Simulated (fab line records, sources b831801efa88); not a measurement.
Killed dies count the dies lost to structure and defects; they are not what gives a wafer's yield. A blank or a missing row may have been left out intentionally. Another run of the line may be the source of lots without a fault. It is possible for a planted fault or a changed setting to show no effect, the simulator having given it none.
Which of the tools did it? :: flow sky130 :: 12 lots with 36 wafers sampled at 4 steps, on a route of 708 steps

== WHAT EACH GAUGE READ, for each wafer ==
SKY_LOCAL_INTERCONNECT_RS_MEAS_01: a four-point-probe measurement.
lot: L713
measured: day 28 10:04
on: film metro-03
LOCAL_INTERCONNECT_TIN_RS (ohm/sq): 14.18 14.24 14.19

lot: L714
measured: day 29 03:58
on: film metro-04
LOCAL_INTERCONNECT_TIN_RS (ohm/sq): 14.15 14.56 14.11

lot: L715
measured: day 29 17:28
on: film metro-04
LOCAL_INTERCONNECT_TIN_RS (ohm/sq): 14.29 13.78 13.87

lot: L718
measured: day 30 19:37
on: film metro-02
LOCAL_INTERCONNECT_TIN_RS (ohm/sq): 13.85 13.86 13.91

lot: L720
measured: day 31 12:46
on: film metro-03
LOCAL_INTERCONNECT_TIN_RS (ohm/sq): 13.88 13.97 13.83

lot: L723
measured: day 33 00:45
on: film metro-02
LOCAL_INTERCONNECT_TIN_RS (ohm/sq): 14.44 14.52 14.47

lot: L724
measured: day 33 01:46
on: film metro-04
LOCAL_INTERCONNECT_TIN_RS (ohm/sq): 14.23 14.43 14.32

lot: L726
measured: day 33 10:17
on: film metro-03
LOCAL_INTERCONNECT_TIN_RS (ohm/sq): 14.14 14.33 14.33

lot: L731
measured: day 35 05:29
on: film metro-03
LOCAL_INTERCONNECT_TIN_RS (ohm/sq): 13.97 14.03 14.05

lot: L734
measured: day 35 22:04
on: film metro-02
LOCAL_INTERCONNECT_TIN_RS (ohm/sq): 14.24 14.10 13.98

lot: L735
measured: day 36 06:38
on: film metro-02
LOCAL_INTERCONNECT_TIN_RS (ohm/sq): 14.39 14.40 13.90

lot: L736
measured: day 36 15:36
on: film metro-02
LOCAL_INTERCONNECT_TIN_RS (ohm/sq): 14.17 14.19 14.08

SKY_LOCAL_INTERCONNECT_CD_MEAS_11: target cd 170 nm.
lot: L713
measured: day 29 13:32
on: cd sem-02
cd nm (nm): 170.6 170.6 170.9

lot: L714
measured: day 30 06:52
on: cd sem-02
cd nm (nm): 168.0 168.7 168.7

lot: L715
measured: day 30 20:56
on: cd sem-01
cd nm (nm): 169.5 169.5 169.8

lot: L718
measured: day 31 22:41
on: cd sem-02
cd nm (nm): 170.0 170.4 169.9

lot: L720
measured: day 32 15:46
on: cd sem-01
cd nm (nm): 171.3 170.4 170.9

lot: L723
measured: day 34 03:19
on: cd sem-01
cd nm (nm): 141.0 103.7 62.0

lot: L724
measured: day 34 04:16
on: cd sem-02
cd nm (nm): 170.1 171.4 169.8

lot: L726
measured: day 34 12:56
on: cd sem-02
cd nm (nm): 172.3 172.9 172.4

lot: L731
measured: day 36 09:37
on: cd sem-01
cd nm (nm): 169.7 170.0 171.5

lot: L734
measured: day 37 02:32
on: cd sem-02
cd nm (nm): 170.3 170.8 170.0

lot: L735
measured: day 37 10:14
on: cd sem-01
cd nm (nm): 171.4 170.6 170.9

lot: L736
measured: day 37 19:35
on: cd sem-02
cd nm (nm): 170.9 170.9 170.4

== WHAT TOOL EACH LOT RAN ON (gives the tool, then ch and the chambers of the sampled wafers, and finally the start) ==
lot: L713
SKY_LI_CONTACT_CVD_21: cvd w-01 ch 0,1, day 28 09:23
SKY_LOCAL_INTERCONNECT_EXPOSE_08: krf scanner-01 ch 0, day 29 00:09

lot: L714
SKY_LI_CONTACT_CVD_21: cvd w-01 ch 0,1, day 29 03:18
SKY_LOCAL_INTERCONNECT_EXPOSE_08: krf scanner-02 ch 0, day 29 17:20

lot: L715
SKY_LI_CONTACT_CVD_21: cvd w-01 ch 0,1, day 29 16:48
SKY_LOCAL_INTERCONNECT_EXPOSE_08: krf scanner-01 ch 0, day 30 07:48

lot: L718
SKY_LI_CONTACT_CVD_21: cvd w-01 ch 0,1, day 30 18:17
SKY_LOCAL_INTERCONNECT_EXPOSE_08: krf scanner-02 ch 0, day 31 09:01

lot: L720
SKY_LI_CONTACT_CVD_21: cvd w-02 ch 0,1, day 31 12:06
SKY_LOCAL_INTERCONNECT_EXPOSE_08: krf scanner-01 ch 0, day 32 02:16

lot: L723
SKY_LI_CONTACT_CVD_21: cvd w-02 ch 0,1, day 33 00:05
SKY_LOCAL_INTERCONNECT_EXPOSE_08: krf scanner-01 ch 0, day 33 14:08

lot: L724
SKY_LI_CONTACT_CVD_21: cvd w-01 ch 0,1, day 33 01:05
SKY_LOCAL_INTERCONNECT_EXPOSE_08: krf scanner-02 ch 0, day 33 15:09

lot: L726
SKY_LI_CONTACT_CVD_21: cvd w-02 ch 0,1, day 33 09:36
SKY_LOCAL_INTERCONNECT_EXPOSE_08: krf scanner-02 ch 0, day 33 23:59

lot: L731
SKY_LI_CONTACT_CVD_21: cvd w-02 ch 0,1, day 35 04:49
SKY_LOCAL_INTERCONNECT_EXPOSE_08: krf scanner-01 ch 0, day 35 19:20

lot: L734
SKY_LI_CONTACT_CVD_21: cvd w-02 ch 0,1, day 35 21:23
SKY_LOCAL_INTERCONNECT_EXPOSE_08: krf scanner-01 ch 0, day 36 12:40

lot: L735
SKY_LI_CONTACT_CVD_21: cvd w-01 ch 0,1, day 36 05:58
SKY_LOCAL_INTERCONNECT_EXPOSE_08: krf scanner-01 ch 0, day 36 20:34

lot: L736
SKY_LI_CONTACT_CVD_21: cvd w-01 ch 0,1, day 36 14:56
SKY_LOCAL_INTERCONNECT_EXPOSE_08: krf scanner-01 ch 0, day 37 06:16
- SKY_LI_CONTACT_CVD_21: deposits W, target thk 400 nm, time 120.56 s.
- SKY_LOCAL_INTERCONNECT_EXPOSE_08: exposes mask LI1M, target cd 170 nm.

== AS READ BY THE TOOLS THEMSELVES (means over the sampled wafers that have a number; for cases with no such wafer, the mark the record gives instead) ==
SKY_LI_CONTACT_CVD_21.
lot: L713
tool: cvd w-01
heater power w (W): 894

lot: L714
tool: cvd w-01
heater power w (W): 951

lot: L715
tool: cvd w-01
heater power w (W): 952

lot: L718
tool: cvd w-01
heater power w (W): 971

lot: L720
tool: cvd w-02
heater power w (W): 830

lot: L723
tool: cvd w-02
heater power w (W): 846

lot: L724
tool: cvd w-01
heater power w (W): 955

lot: L726
tool: cvd w-02
heater power w (W): 926

lot: L731
tool: cvd w-02
heater power w (W): 834

lot: L734
tool: cvd w-02
heater power w (W): 934

lot: L735
tool: cvd w-01
heater power w (W): 923

lot: L736
tool: cvd w-01
heater power w (W): 956

SKY_LOCAL_INTERCONNECT_EXPOSE_08.
lot: L713
tool: krf scanner-01
exposure dose mJ cm2: 27.97

lot: L714
tool: krf scanner-02
exposure dose mJ cm2: 27.98

lot: L715
tool: krf scanner-01
exposure dose mJ cm2: 27.93

lot: L718
tool: krf scanner-02
exposure dose mJ cm2: 27.96

lot: L720
tool: krf scanner-01
exposure dose mJ cm2: 27.97

lot: L723
tool: krf scanner-01
exposure dose mJ cm2: 26.23

lot: L724
tool: krf scanner-02
exposure dose mJ cm2: 28.01

lot: L726
tool: krf scanner-02
exposure dose mJ cm2: 27.98

lot: L731
tool: krf scanner-01
exposure dose mJ cm2: 27.95

lot: L734
tool: krf scanner-01
exposure dose mJ cm2: 27.99

lot: L735
tool: krf scanner-01
exposure dose mJ cm2: 27.91

lot: L736
tool: krf scanner-01
exposure dose mJ cm2: 27.94

== THE ANSWER, worked out from the rows above alone ==
Rule: usual is defined by the lots themselves. Put in order of their means at a reading, lots are off if they are a third of the lots or fewer, leave a main group of 4 or more, and stand apart from it by a gap of 3 or more times the standard deviation of the main group's means; of several such gaps the widest counts. Not used: any main group whose means are identical at the precision the tables above print for the reading. Also off: a lot with no number at a reading for which 4 or more lots have one. All remaining lots with rows at the step are treated as sound. After the gauges, taken in route order, come the tools' own readings; for these a lot's mean is taken, as printed above. The first step at which some lot is off is used, and at that step the reading that is off furthest; a lot without a number counts as furthest.
Off, at SKY_LOCAL_INTERCONNECT_CD_MEAS_11 on cd nm: L723. The main group: mean 170.5 nm, standard deviation 0.94.
A tool fits if, at a process step before that reading, it ran every lot that is off, and no sound lot after the first of them. Not tried: the gauges at SKY_LOCAL_INTERCONNECT_CD_MEAS_11; whatever is off there is also off at SKY_LOCAL_INTERCONNECT_EXPOSE_08, on other tools, and gauge error can't account for it. No candidate that was tried fits.

== WHAT THE SIMULATOR HAD PUT IN ==
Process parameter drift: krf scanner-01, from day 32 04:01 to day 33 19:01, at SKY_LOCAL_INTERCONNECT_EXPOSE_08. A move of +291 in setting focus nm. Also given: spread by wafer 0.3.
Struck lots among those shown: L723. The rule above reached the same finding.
